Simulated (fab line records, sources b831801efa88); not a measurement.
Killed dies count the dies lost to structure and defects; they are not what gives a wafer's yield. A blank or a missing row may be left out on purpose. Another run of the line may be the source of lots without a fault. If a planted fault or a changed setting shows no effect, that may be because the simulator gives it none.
Matching of chambers    flow gf180mcu    GF_CONTACT_CVD_02 on pecvd-01: 3 sister chambers
The step deposits SiO2 from TEOS, target thk 860 nm, time 95.992 s. 6 wafers are shown with their chamber, then 7 later ones without.

WAFERS, EACH WITH ITS CHAMBER
wafer   chamber  heaterPowerW (W)
L504.6  0        884
L506.1  2        760
L506.2  1        852
L506.3  0        855
L507.3  2        756
L507.4  1        889

WAFERS WITH NO CHAMBER GIVEN
wafer   heaterPowerW (W)
L507.6  713
L516.3  776
L516.4  856
L516.6  761
L520.3  655
L520.4  917
L520.6  723

CHAMBER TAKEN BY EACH
wafer    from the rows above       in truth
L507.6   2                         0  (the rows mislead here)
L516.3   2                         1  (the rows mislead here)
L516.4   can't be placed: 0 or 1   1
L516.6   2                         2
L520.3   2                         2
L520.4   can't be placed: 1 or 0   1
L520.6   2                         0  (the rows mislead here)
2 of 7 placed correctly. Unplaceable from these rows: 2, with the true chamber sitting among the candidates in 2. Wrongly placed: 3.
How it was worked out, from the rows above alone: a wafer's distance from a chamber is the root of the sum, over the readings, of the square of ((its reading less the chamber's mean) divided by the reading's scatter). If the next closest chamber is less than 2 further off than the closest, the wafer can't be placed; otherwise it belongs to the closest. A chamber's mean is the mean of its shown wafers. The scatter is the square root of a quotient: the sum, over the shown wafers, of each reading's squared deviation from its chamber's mean, divided by wafers minus chambers.
